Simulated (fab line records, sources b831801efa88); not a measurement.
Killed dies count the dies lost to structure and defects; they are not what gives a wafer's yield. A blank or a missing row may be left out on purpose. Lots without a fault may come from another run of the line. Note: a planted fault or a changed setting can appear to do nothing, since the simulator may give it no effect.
A lot that was struck, set against a sound lot    flow gf180mcu    29 out of 602 route steps
Sound: the wafers L100.1, L100.2, L100.4. The struck wafers were L112.2, L112.3, L112.6. The cause comes at the end.
Per side, at each step with rows, come the tool, then ch with its chambers, and then its first start. Under that, the readings that differ: sound wafers    struck wafers    difference of the means    sigmas: that difference in standard deviations of wafers without a fault.
alike: words and numbers the same on both sides, and readings whose means are apart by under 2 such deviations; not compared: readings that were withheld, readings missing a value for some wafer, numbers with overlapping values and no deviation given by the record, and bounds like >300 which may hide the same value.
A row with sigmas, a row that says differs or no value, or rows on one side alone: a step with any of these is where the two part. Numbers that don't overlap but have no deviation are shown without sigmas and don't part them. Lack of a reading on every wafer of one side parts them only where that side has two or more wafers.

GF_SAB_STRIP_13: strips in O2/N2.
  sound on plasma-asher-02 ch 0,1, day 19 02:08; struck on plasma-asher-02 ch 0,1, day 23 04:17
  alike: drypump-motor-current-A, heater-power-w, oes-product-au, strip-time-to-endpoint-s
  not compared: rf-hours-counter-h
then, 4 steps without rows for these wafers: GF_SALICIDE_CLEAN_00 (cleans in SC1/SC2, time 150 s); GF_SALICIDE_WET_ETCH_01 (etches SiO2 in dHF, target depth 5 nm, time 100 s); GF_SALICIDE_SPUTTER_02 (material Co, target thk 10 nm, time 20 s); GF_SALICIDE_SPUTTER_03 (material TiN, target thk 20 nm, time 16.7 s).
GF_SALICIDE_RS_MEAS_04: a four-point-probe measurement.
  sound: film-metro-03 at day 19 02:23; struck: film-metro-03 at day 23 04:40
  alike: SALICIDE_TIN_RS
GF_SALICIDE_THK_MEAS_05: measures by xrf.
  sound: film-metro-03 at day 19 02:30; struck: film-metro-03 at day 23 04:47
  alike: SALICIDE_TIN_THK
then, 2 steps without rows for these wafers: GF_SALICIDE_RTA_06 (time 30 s); GF_SALICIDE_WET_ETCH_07 (etches the open film in SPM, target depth 120 nm).
GF_SALICIDE_RTA_08: time 30 s.
  sound on rtp-anneal-01 ch 0, day 19 02:45; struck on rtp-anneal-01 ch 0, day 23 05:19
  alike: lamp-power-pct, wafer_temp_C_max
then, 1 step without rows for these wafers: GF_CONTACT_CVD_00 (deposits SiO2, target thk 300 nm, time 50 s).
GF_CONTACT_THK_MEAS_01:
  sound: film-metro-02 at day 19 02:54; struck: film-metro-04 at day 23 05:27
  alike: CONTACT_CVD_00_THK
GF_CONTACT_CVD_02: deposits SiO2 from TEOS, target thk 860 nm, time 95.992 s.
  sound on pecvd-04 ch 0,2, day 19 02:58; struck on pecvd-02 ch 0,1,2, day 23 05:30
  no value came back on the struck wafers for heater-power-outer-w (W), heater-power-w (W); on the sound wafers heater-power-outer-w (W) reads 400 324 348
GF_CONTACT_CMP_04: polishes SiO2.
  sound on cmp-01 ch 0,1,3, day 19 03:05; struck on cmp-01 ch 0,1,2, day 23 05:41
reading                 sound        struck  difference                     sigmas
time-to-endpoint-s (s)  109 110 112  - - -   no value on the struck wafers  
  alike: motor-current-A, platen-rpm
GF_CONTACT_BOW_MEAS_05:
  sound: film-metro-02 at day 19 03:23; struck: film-metro-04 at day 23 05:57
  alike: CONTACT_BOW
then, 8 steps without rows for these wafers: GF_CONTACT_DEHYDRATE_06 (time 60 s); GF_CONTACT_HMDS_07 (prime time 60 s); GF_CONTACT_COAT_08; GF_CONTACT_COAT_09 (resist thk 1000 nm); GF_CONTACT_SOFTBAKE_10 (time 60 s); GF_CONTACT_EXPOSE_11 (exposes mask Contact, target cd 220 nm); GF_CONTACT_PEB_12 (peb time 90 s); GF_CONTACT_DEVELOP_13 (develop time 60 s).
GF_CONTACT_CD_MEAS_14: the cd target is 220 nm.
  sound: cd-sem-01 at day 20 03:52; struck: cd-sem-02 at day 24 04:03
  alike: cd-nm
GF_CONTACT_OVL_MEAS_15:
  sound: overlay-02 at day 20 03:59; struck: overlay-01 at day 24 04:10
  alike: CONTACT_OVL
GF_CONTACT_ETCH_16: etches BARC in N2/H2.
  sound on rie-diel-03 ch 0,2,3, day 20 04:01; struck on rie-diel-04 ch 0,1,2, day 24 04:11
  alike: drypump-motor-current-A, oes-product-au, throttle-valve-pct
GF_CONTACT_ETCH_17: etches SiO2 in C4F8/O2/Ar, stops on CoSi2, target depth 860 nm.
  sound: rie-diel-03 ch 0,2,3; struck: rie-diel-04 ch 0,1,2
reading                              sound              struck             difference  sigmas
oes-product-au (a.u.)                0.822 0.820 0.815  0.527 0.542 0.533  -0.285      -65
model.etch.depth-nm (nm)             867.6 865.9 861.7  311.5 303.7 304.7  -558.4      
model.CONTACT.feature-depth-nm (nm)  867.6 865.9 861.7  311.5 303.7 304.7  -558.4      
GF_CONTACT_STRIP_18: strips in O2/N2.
  sound on plasma-asher-01 ch 0,1, day 20 04:11; struck on plasma-asher-04 ch 0,1, day 24 04:21
  alike: drypump-motor-current-A, heater-power-w, oes-product-au
  not compared: rf-hours-counter-h
-- the record jumps here: 11 days lie between the struck wafers' starts before and after (it left off in module CONTACT and takes up again in module PASSIVATION, whose first step shown is number 602 of the route) --
GF_PASSIVATION_PROBE_99:
  record: rows for the struck wafers here (prober-01, day 35 01:27), none for the sound ones

## WHERE THEY PART
Last at GF_PASSIVATION_PROBE_99 as far as this record goes, first at GF_CONTACT_CVD_02.

WHY: what the simulator had put in
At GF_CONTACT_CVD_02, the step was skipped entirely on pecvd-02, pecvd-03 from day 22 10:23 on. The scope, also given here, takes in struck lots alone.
